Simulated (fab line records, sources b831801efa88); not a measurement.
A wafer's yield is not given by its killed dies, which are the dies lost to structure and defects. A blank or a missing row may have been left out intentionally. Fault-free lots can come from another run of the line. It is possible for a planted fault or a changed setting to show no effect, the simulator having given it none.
fab line records + flow sky130
record
- lots=5
- wafers=15
- last_day=50
route steps=708 shown GATE_OXIDE@198 POLY_GATE@204 RES_PROTECT@206 PAD_OPEN@708
lots that met no fault: from a run of the same line without faults
start_h: the number of hours between the record's first day and the start of the first shown wafer of the lot + wait_h: time in hours since the lot's previous step + " unchanged from the row above + L1.1+2: a single row standing in for several wafers + - value missing, or start not given + * or withheld: withheld + < > ~ a bound
route shown NAME@n: a module of which the file shows steps, and the number in the route of the first + usual: the fault-free wafers' mean and standard deviation + same: alike in all rows + chamber/n: place in a boat + sites: per-site readings + _std_site: how widely they spread, as a standard deviation + _edge_site: mean of outer sites minus mean of inner sites + radius_mm: for every site, how far away it sits from the centre of the wafer + mask NAME#n: copy n + behind: the most recent tool/chamber to have shaped the wafer + hold: what put the lot on hold/how long, in hours/how the hold closed + device: names the non-switching transistor (n, p or np) + end of line: the route-end tests of the same wafers + a step given without rows: its recipe and nothing more + killed: at the first sort, the dies lost to defects and structure; wafer yield is something else + map: dies across one wafer; x = killed, . = not, _ = none there
set.NAME: the setting as run; set.NAME@STEP: as run at that earlier step + model.NAME: the simulator's own value behind a step, which no gauge read
certain route steps with their lots: each step a table, each wafer a row
services: a tool's chamber out of use, with start hour (start_h, from the record's first day; less than 0 if before it), hours out, and reason
## steps
# step SKY_GATE_OXIDE_IMPLANT_11
# recipe
- species=B
- energy_kev=10
- dose_cm2=2.6e+12
- tilt_deg=withheld
# step SKY_GATE_OXIDE_WET_ETCH_12
# recipe
- chemistry=dHF
- target_depth_nm=16.8
- dry=n2_spin
- target=SiO2
- dilution=100:1
- temp_c=25
- time_s=336
# step SKY_GATE_OXIDE_STRIP_13
# recipe
- chemistry=O2/N2
- power_w=1400
- pressure_mtorr=1500
- platen_temp_c=withheld
- o2_flow_sccm=3000
- n2_flow_sccm=300
- overash_fraction=0.5
# usual
- drypump_motor_current_A=6.0/0.5
- oes_product_au=0.715/0.0047
- strip_time_to_endpoint_s=14.17/0.045
| lot.wafer | tool            | chamber | start_h | wait_h | drypump_motor_current_A | oes_product_au | rf_hours_counter_h | strip_time_to_endpoint_s |
|-----------|-----------------|---------|---------|--------|-------------------------|----------------|--------------------|--------------------------|
| L409.1    | plasma_asher-04 | 0       | 371.98  | 0.0    | 6.6                     | 0.712          | 68                 | 14.13                    |
| L409.2    | "               | 1       | "       | "      | 5.8                     | 0.717          | 68                 | 14.13                    |
| L409.5    | "               | 1       | "       | "      | 5.8                     | 0.714          | -                  | 14.12                    |
| L410.1    | plasma_asher-02 | 0       | 375.01  | 0.0    | 5.0                     | 0.715          | 56                 | 14.04                    |
| L410.3    | "               | 1       | "       | "      | 6.0                     | 0.721          | -                  | 14.07                    |
| L410.5    | "               | 0       | "       | "      | 5.0                     | 0.715          | -                  | 14.13                    |
| L422.1    | plasma_asher-03 | 0       | 476.41  | 0.0    | 5.9                     | 0.710          | 3                  | 14.20                    |
| L422.2    | "               | 1       | "       | "      | 6.2                     | 0.719          | 3                  | 14.22                    |
| L422.3    | "               | 1       | "       | "      | 6.2                     | 0.712          | -                  | 14.18                    |
| L423.2    | plasma_asher-04 | 1       | 485.31  | 0.0    | 5.8                     | 0.717          | 81                 | 14.16                    |
| L423.5    | "               | 1       | "       | "      | 5.8                     | 0.722          | -                  | 14.15                    |
| L423.6    | "               | 0       | "       | "      | 6.6                     | 0.717          | -                  | 14.10                    |
| L425.2    | plasma_asher-03 | 0       | 512.52  | 0.0    | 6.0                     | 0.722          | 8                  | 14.12                    |
| L425.4    | "               | 1       | "       | "      | 6.2                     | 0.716          | -                  | 14.17                    |
| L425.5    | "               | 0       | "       | "      | 6.0                     | 0.709          | -                  | 14.14                    |
# step SKY_GATE_OXIDE_TW_MEAS_14
# usual
- GATE_OXIDE_TW=225.8/2.4
| lot.wafer | tool          | chamber | start_h | wait_h | GATE_OXIDE_TW |
|-----------|---------------|---------|---------|--------|---------------|
| L409.1    | film_metro-04 | -       | 372.08  | 0.1    | 228.1         |
| L409.2    | "             | -       | "       | "      | 227.5         |
| L409.5    | "             | -       | "       | "      | 227.9         |
| L410.1    | film_metro-03 | -       | 375.11  | 0.1    | 226.0         |
| L410.3    | "             | -       | "       | "      | 225.4         |
| L410.5    | "             | -       | "       | "      | 226.2         |
| L422.1    | film_metro-03 | -       | 476.51  | 0.1    | 225.8         |
| L422.2    | "             | -       | "       | "      | 225.9         |
| L422.3    | "             | -       | "       | "      | 225.4         |
| L423.2    | film_metro-03 | -       | 485.42  | 0.1    | 227.9         |
| L423.5    | "             | -       | "       | "      | 227.9         |
| L423.6    | "             | -       | "       | "      | 228.7         |
| L425.2    | film_metro-03 | -       | 512.63  | 0.1    | 225.9         |
| L425.4    | "             | -       | "       | "      | 225.3         |
| L425.5    | "             | -       | "       | "      | 225.4         |
# step SKY_GATE_OXIDE_CLEAN_15
# recipe
- chemistry=SC1/SC2
- mix=1:4:20
- temp_c=70
- time_s=150
- dry=n2_spin
# step SKY_GATE_OXIDE_OXIDATION_16
# recipe
- temp_c=800
- ambient=O2
- idle_temp_c=700
- ramp_up_c_per_min=10
- ramp_down_c_per_min=3
- stabilise_s=600
- purge_s=300
- target_thk_a=35.7
- ox_time_s=1915
# step SKY_POLY_GATE_CVD_00
# recipe
- material=poly-Si
- target_thk_nm=180
- temp_c=620
- time_s=720
- pressure_mtorr=200
# step SKY_POLY_GATE_THK_MEAS_01
# recipe
- reads=poly-Si_of_POLY_GATE_CVD_00
# usual
- POLY_GATE_CVD_00_THK=180.7/1.3
| lot.wafer | tool          | chamber | start_h | wait_h | POLY_GATE_CVD_00_THK[nm] |
|-----------|---------------|---------|---------|--------|--------------------------|
| L409.1    | film_metro-01 | -       | 374.99  | 0.0    | 179.4                    |
| L409.2    | "             | -       | "       | "      | 179.5                    |
| L409.5    | "             | -       | "       | "      | 178.9                    |
| L410.1    | film_metro-03 | -       | 379.39  | 0.0    | 180.3                    |
| L410.3    | "             | -       | "       | "      | 180.3                    |
| L410.5    | "             | -       | "       | "      | 181.6                    |
| L422.1    | film_metro-03 | -       | 479.35  | 0.0    | 179.9                    |
| L422.2    | "             | -       | "       | "      | 181.5                    |
| L422.3    | "             | -       | "       | "      | 180.7                    |
| L423.2    | film_metro-04 | -       | 488.26  | 0.0    | 177.7                    |
| L423.5    | "             | -       | "       | "      | 178.5                    |
| L423.6    | "             | -       | "       | "      | 178.2                    |
| L425.2    | film_metro-04 | -       | 516.35  | 0.0    | 182.0                    |
| L425.4    | "             | -       | "       | "      | 181.1                    |
| L425.5    | "             | -       | "       | "      | 181.2                    |
# step SKY_RES_PROTECT_DEHYDRATE_00
# recipe
- temp_c=200
- time_s=60
# step SKY_RES_PROTECT_HMDS_01
# recipe
- prime_time_s=60
- prime_temp_c=120
# step SKY_RES_PROTECT_COAT_02
# recipe
- resist=NOVOLAK
- spin_rpm=3000
- resist_thk_nm=1140
# step SKY_RES_PROTECT_SOFTBAKE_03
# recipe
- temp_c=90
- time_s=60
- resist=NOVOLAK
# step SKY_RES_PROTECT_EXPOSE_04
# recipe
- mask_id=RPM
- na=0.6
- source_shape=conventional
- sigma_outer=0.6
- polarization=unpolarized
- target_cd_nm=1270
- dose_mj=131
| lot.wafer  | tool             | chamber | start_h | wait_h | mask  |
|------------|------------------|---------|---------|--------|-------|
| L409.1+2+5 | iline_stepper-02 | 0       | 390.53  | -      | NTM#0 |
| L410.1+3+5 | iline_stepper-01 | 0       | 394.15  | -      | RPM#0 |
| L422.1+2+3 | iline_stepper-02 | 0       | 494.47  | -      | RPM#0 |
| L423.2+5+6 | iline_stepper-01 | 0       | 503.72  | -      | RPM#0 |
| L425.2+4+5 | iline_stepper-02 | 0       | 531.74  | -      | RPM#0 |
# step SKY_RES_PROTECT_PEB_05
# recipe
- temp_c=withheld
- time_s=*
- resist=NOVOLAK
# step SKY_RES_PROTECT_DEVELOP_06
# recipe
- resist=NOVOLAK
- developer=TMAH
- develop_time_s=60
- dev_temp_c=23
# step SKY_POLY_GATE_IMPLANT_02
# recipe
- species=P
- energy_kev=30
- dose_cm2=7.7e+15
- tilt_deg=0
# step SKY_RES_PROTECT_STRIP_07
# recipe
- chemistry=O2/N2
- power_w=1400
- pressure_mtorr=1500
- platen_temp_c=withheld
- o2_flow_sccm=3000
- n2_flow_sccm=300
- overash_fraction=0.5
# usual
- drypump_motor_current_A=6.2/0.38
- oes_product_au=0.518/0.0043
- strip_time_to_endpoint_s=23.27/0.055
| lot.wafer | tool            | chamber | start_h | wait_h | drypump_motor_current_A | oes_product_au | rf_hours_counter_h | strip_time_to_endpoint_s |
|-----------|-----------------|---------|---------|--------|-------------------------|----------------|--------------------|--------------------------|
| L409.1    | plasma_asher-01 | 0       | 403.95  | 0.1    | 6.6                     | 0.518          | 29                 | 23.32                    |
| L409.2    | "               | 1       | "       | "      | 5.8                     | 0.521          | 29                 | 23.24                    |
| L409.5    | "               | 1       | "       | "      | 5.8                     | 0.519          | -                  | 23.28                    |
| L410.1    | plasma_asher-01 | 1       | 408.20  | 0.1    | 5.8                     | 0.522          | 29                 | 23.32                    |
| L410.3    | "               | 1       | "       | "      | 5.8                     | 0.513          | -                  | 23.32                    |
| L410.5    | "               | 0       | "       | "      | 6.6                     | 0.518          | -                  | 23.36                    |
| L422.1    | plasma_asher-01 | 1       | 509.77  | 0.1    | 5.8                     | 0.518          | 40                 | 23.32                    |
| L422.2    | "               | 0       | "       | "      | 6.6                     | 0.523          | 40                 | 23.28                    |
| L422.3    | "               | 0       | "       | "      | 6.6                     | 0.516          | -                  | 23.31                    |
| L423.2    | plasma_asher-03 | 0       | 519.85  | 0.1    | 5.9                     | 0.524          | 9                  | 23.32                    |
| L423.5    | "               | 1       | "       | "      | 6.2                     | 0.515          | -                  | 23.35                    |
| L423.6    | "               | 0       | "       | "      | 5.9                     | 0.517          | -                  | 23.35                    |
| L425.2    | plasma_asher-01 | 1       | 546.84  | 0.1    | 5.8                     | 0.514          | 44                 | 23.26                    |
| L425.4    | "               | 1       | "       | "      | 5.8                     | 0.518          | -                  | 23.25                    |
| L425.5    | "               | 1       | "       | "      | 5.8                     | 0.521          | -                  | 23.23                    |
# step SKY_RES_PROTECT_TW_MEAS_08
# usual
- POLY_GATE_TW=4015/34
| lot.wafer | tool          | chamber | start_h | wait_h | POLY_GATE_TW |
|-----------|---------------|---------|---------|--------|--------------|
| L409.1    | film_metro-01 | -       | 404.05  | 0.1    | 30           |
| L409.2    | "             | -       | "       | "      | 30           |
| L409.5    | "             | -       | "       | "      | 30           |
| L410.1    | film_metro-01 | -       | 408.30  | 0.1    | 3995         |
| L410.3    | "             | -       | "       | "      | 3991         |
| L410.5    | "             | -       | "       | "      | 4023         |
| L422.1    | film_metro-02 | -       | 509.87  | 0.1    | 3999         |
| L422.2    | "             | -       | "       | "      | 3994         |
| L422.3    | "             | -       | "       | "      | 3984         |
| L423.2    | film_metro-03 | -       | 519.96  | 0.1    | 4058         |
| L423.5    | "             | -       | "       | "      | 4047         |
| L423.6    | "             | -       | "       | "      | 4069         |
| L425.2    | film_metro-02 | -       | 546.95  | 0.1    | 4000         |
| L425.4    | "             | -       | "       | "      | 4000         |
| L425.5    | "             | -       | "       | "      | 3969         |
# step SKY_RES_PROTECT_CLEAN_09
# recipe
- chemistry=SC1/SC2
- mix=1:4:20
- temp_c=70
- time_s=150
- dry=n2_spin
# step SKY_PAD_OPEN_PROBE_99
# usual
- killed_at_M0_to_M3=44/7.4
- killed_at_M4_up=3.0/1.8
- killed_at_contacts=24/5.1
- killed_at_front_end=15/4.3
- killed_at_other=0.3/0.54
- killed_dies=86/9.9
- killed_open=47/7.1
- killed_short=38/6.7
# same
- gross_dies=492
- killed_at_back_side=0
| lot.wafer | tool      | chamber | start_h | wait_h | killed_at_M0_to_M3 | killed_at_M4_up | killed_at_contacts | killed_at_front_end | killed_at_other | killed_dies | killed_open | killed_short |
|-----------|-----------|---------|---------|--------|--------------------|-----------------|--------------------|---------------------|-----------------|-------------|-------------|--------------|
| L409.1    | prober-02 | -       | 1128.08 | 0.1    | 35                 | 3               | 20                 | 11                  | 0               | 69          | 42          | 27           |
| L409.2    | prober-02 | -       | 1128.13 | 0.1    | 46                 | 3               | 23                 | 23                  | 2               | 97          | 55          | 42           |
| L409.5    | prober-02 | -       | 1128.28 | 0.2    | 30                 | 2               | 24                 | 18                  | 1               | 75          | 43          | 32           |
| L410.1    | prober-01 | -       | 1132.15 | 0.1    | 40                 | 2               | 26                 | 12                  | 1               | 81          | 42          | 39           |
| L410.3    | prober-01 | -       | 1132.25 | 0.2    | 34                 | 5               | 25                 | 16                  | 0               | 80          | 40          | 40           |
| L410.5    | prober-01 | -       | 1132.35 | 0.2    | 42                 | 3               | 31                 | 11                  | 0               | 87          | 49          | 38           |
| L423.2    | prober-01 | -       | 1195.49 | 0.1    | 38                 | 0               | 22                 | 19                  | 1               | 80          | 47          | 33           |
| L423.5    | prober-01 | -       | 1195.64 | 0.2    | 46                 | 2               | 26                 | 14                  | 0               | 88          | 47          | 41           |
| L423.6    | prober-01 | -       | 1195.69 | 0.2    | 40                 | 0               | 23                 | 10                  | 1               | 74          | 41          | 33           |
# killed by level:class
L409.1 VIA1:geometric_particle:open=10 VIA3:geometric_particle:open=7 CONTACT:geometric_particle:open=6 LI_CONTACT:geometric_particle:open=5 VIA2:geometric_particle:open=4 CONTACT:geometric_particle:short=4 POLY_GATE:geometric_particle:short=3 LOCAL_INTERCONNECT:geometric_particle:short=3
L409.2 VIA1:geometric_particle:open=15 CONTACT:geometric_particle:open=14 FIELD_ISO:geometric_particle:open=10 METAL2:geometric_particle:short=6 FIELD_ISO:geometric_particle:short=5 VIA3:geometric_particle:open=5 VIA3:geometric_particle:short=5 METAL3:geometric_particle:short=5
L409.5 CONTACT:geometric_particle:open=8 LI_CONTACT:geometric_particle:open=6 VIA2:geometric_particle:open=6 VIA3:geometric_particle:open=6 VIA1:geometric_particle:open=5 FIELD_ISO:geometric_particle:short=4 CONTACT:geometric_particle:short=4 METAL2:geometric_particle:short=4
L410.1 CONTACT:geometric_particle:short=9 CONTACT:geometric_particle:open=9 METAL2:geometric_particle:short=7 VIA2:geometric_particle:open=7 VIA1:geometric_particle:open=5 METAL1:geometric_particle:short=4 VIA1:geometric_particle:short=4 VIA3:geometric_particle:open=4
L410.3 CONTACT:geometric_particle:open=9 VIA1:geometric_particle:open=8 LI_CONTACT:geometric_particle:open=7 METAL1:geometric_particle:short=5 VIA1:geometric_particle:short=5 METAL4:geometric_particle:short=5 FIELD_ISO:geometric_particle:short=4 LOCAL_INTERCONNECT:geometric_particle:short=4
L410.5 CONTACT:geometric_particle:open=9 CONTACT:geometric_particle:short=8 VIA1:geometric_particle:open=7 VIA2:geometric_particle:open=7 METAL1:geometric_particle:short=6 VIA3:geometric_particle:open=6 METAL2:geometric_particle:short=5 POLY_GATE:geometric_particle:open=4
L423.2 LI_CONTACT:geometric_particle:open=10 VIA1:geometric_particle:open=9 FIELD_ISO:geometric_particle:open=6 METAL1:geometric_particle:short=6 CONTACT:geometric_particle:open=6 VIA1:geometric_particle:short=6 FIELD_ISO:geometric_particle:short=5 METAL2:geometric_particle:short=5
L423.5 VIA3:geometric_particle:open=13 LOCAL_INTERCONNECT:geometric_particle:short=7 VIA1:geometric_particle:short=7 VIA1:geometric_particle:open=7 CONTACT:geometric_particle:open=6 METAL2:geometric_particle:short=5 FIELD_ISO:geometric_particle:open=4 FIELD_ISO:geometric_particle:short=4
L423.6 VIA1:geometric_particle:open=10 LI_CONTACT:geometric_particle:open=8 CONTACT:geometric_particle:open=7 VIA3:geometric_particle:open=6 VIA1:geometric_particle:short=5 VIA3:geometric_particle:short=5 VIA2:geometric_particle:open=4 METAL1:geometric_particle:short=4
## services
| tool             | chamber | start_h | hours | kind       |
|------------------|---------|---------|-------|------------|
| iline_stepper-02 | -       | 352.42  | 4.4   | pm         |
| iline_stepper-01 | -       | 353.13  | 2.0   | repair     |
| iline_stepper-02 | -       | 364.95  | 4.3   | pm         |
| plasma_asher-03  | -       | 381.66  | 4.0   | pm         |
| iline_stepper-02 | -       | 393.78  | 4.7   | repair     |
| plasma_asher-02  | -       | 403.98  | 2.8   | pm         |
| plasma_asher-02  | -       | 415.85  | 15.6  | pm         |
| plasma_asher-03  | -       | 420.25  | 15.6  | pm         |
| iline_stepper-02 | -       | 424.57  | 2.7   | repair     |
| plasma_asher-03  | -       | 435.85  | 9.0   | pm         |
| plasma_asher-03  | 0       | 435.85  | 9.0   | vent_cycle |
| plasma_asher-03  | 1       | 435.85  | 9.0   | vent_cycle |
| plasma_asher-03  | 0       | 444.85  | -     | clean      |
| plasma_asher-03  | 1       | 444.85  | -     | clean      |
| iline_stepper-02 | -       | 462.49  | 6.2   | repair     |
| plasma_asher-02  | -       | 478.57  | 10.8  | repair     |
| iline_stepper-01 | -       | 478.67  | 3.9   | repair     |
| plasma_asher-01  | -       | 480.85  | 14.6  | pm         |
| plasma_asher-02  | -       | 483.34  | 8.6   | repair     |
| iline_stepper-01 | -       | 483.81  | 1.7   | pm         |
| plasma_asher-04  | -       | 497.68  | 14.6  | pm         |
| iline_stepper-02 | -       | 502.64  | 15.6  | repair     |
| plasma_asher-03  | -       | 508.99  | 1.5   | repair     |
| iline_stepper-02 | -       | 546.28  | 1.7   | pm         |
## key
first_sign
- step=SKY_RES_PROTECT_EXPOSE_04
- reading=mask
- direction=changed
effect
- step=SKY_RES_PROTECT_TW_MEAS_08
- reading=POLY_GATE_TW
- direction=down
- sigmas=99+
- usual=4015
- struck=30
met_at SKY_RES_PROTECT_EXPOSE_04
struck_wafers L409.1,L409.2,L409.5
tester_left_out L409
fault
- kind=wrong_mask
- tool=any
- chamber=-
- onset_h=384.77
- steps=SKY_RES_PROTECT_EXPOSE_04
- aux_copy=NTM#0
- scope=struck_lots_only
# tester_left_out: of these lots the tester's yield and bins aren't shown, on N5 and GAA mostly nor the transistor test; their killed dies are dies lost to structure and defects alone, not to doping, threshold or leakage, so they don't give the yield
